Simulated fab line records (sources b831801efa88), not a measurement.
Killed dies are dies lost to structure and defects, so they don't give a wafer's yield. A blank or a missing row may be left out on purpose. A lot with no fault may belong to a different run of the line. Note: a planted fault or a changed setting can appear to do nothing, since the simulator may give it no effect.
8D (eight disciplines) problem report, filled in by code | flow gf180mcu | the parts of the form that need people (team, actions taken, sign-off) are left out

## 1. THE PROBLEM
cdNm at GF_STI_CD_MEAS_12 reads a mean of 206.3 nm on 6 wafers of 2 lots; wafers without a fault read 220.0 nm with a standard deviation of 1.1. Measured from the usual mean, that is -12 standard deviations.
The step: target cd 220 nm.
First seen on wafer L973.1, day 3 23:01, on cdSem-02. Wafers with a number at this step in the record: 39, from 13 lots. The rule behind "out" and "out of limits": a value lying over 4 standard deviations away from the usual mean. The rest of the wafers with a number are treated as sound.

## 2. WHAT IT IS, AND WHAT IT ISN'T
question                    | is                     | is not
which readings at this step | cdNm                   | -
which lots                  | L973, L976             | L964, L965, L968, L970, L971, L981, L982, L984, L985, L986, L987
which wafers of those lots  | all that have a number | -
read on which gauges        | cdSem-01, cdSem-02     | -
when                        | from day 3 23:01       | up to then (15 sound wafers); but 18 sound wafers of L981, L982, L984, L985, L986, L987 came after

## 3. SUSPECTS, AND WHAT RULES EACH OUT
Counting: a tool stays on the suspect list if, at a process step up to the reading, it processed all lots that are out and no sound lot following the first of them.
- ruled out: the gauge at GF_STI_CD_MEAS_12. Those wafers that are out were read across 2 gauges (cdSem-01, cdSem-02).
- lithoTrack-04 at GF_STI_SOFTBAKE_08 (time 60 s): kept. All lots that are out passed through it, beginning with L973 at day 3 16:43, and no sound lot followed; its final sound lot before that point was L971 at day 3 07:40. Its own readings are out on those wafers: heaterPowerTotalW, plateTempC.
The count leaves lithoTrack-04 at GF_STI_SOFTBAKE_08.

## 4. THE CAUSE (what the simulator had put in)
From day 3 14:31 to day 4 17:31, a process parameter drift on lithoTrack-04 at GF_STI_SOFTBAKE_08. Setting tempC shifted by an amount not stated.
Counting left only this tool.

## 5. THE EFFECT CHAIN, in route order
Rows list readings where the struck wafers' mean (over those with a number) sits beyond 3 standard deviations from the usual. Only readings whose record carries a usual standard deviation are examined. hours: median over the lots of the time between each lot's start at the first step of this table that gives one and its start at this step. sigmas: the change, counted in usual standard deviations.
hours | step               | reading           | usual    | on struck wafers | change | sigmas
0     | GF_STI_SOFTBAKE_08 | heaterPowerTotalW | 93.06 W  | 97.06            | +4.00  | +68
0     | GF_STI_SOFTBAKE_08 | plateTempC        | 129.97 C | 134.12           | +4.15  | +30
7     | GF_STI_CD_MEAS_12  | cdNm              | 220.0 nm | 206.3            | -13.7  | -12
Here are the process steps it includes:
- GF_STI_SOFTBAKE_08: time 60 s.
At these later measuring or inspecting steps, every struck wafer for which the step has a row has a number for every such reading, and none has moved that far: GF_M1_CD_MEAS_14, GF_M1_OVL_MEAS_15.

## 6. HOW IT WOULD HAVE BEEN CAUGHT EARLIER
9 hours passed between the start of the fault at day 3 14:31 and the first reading out of limits at a measuring or inspecting step in this record, taken at day 3 23:01.
Tool's own readings at GF_STI_SOFTBAKE_08, heaterPowerTotalW, plateTempC: out on all struck wafers the step has rows for; an alarm limit on them would have tripped on the first.
Lots out: 2; of these, L976 started GF_STI_SOFTBAKE_08 on lithoTrack-04 after day 3 23:01. Holding the tool at that time would have saved it.
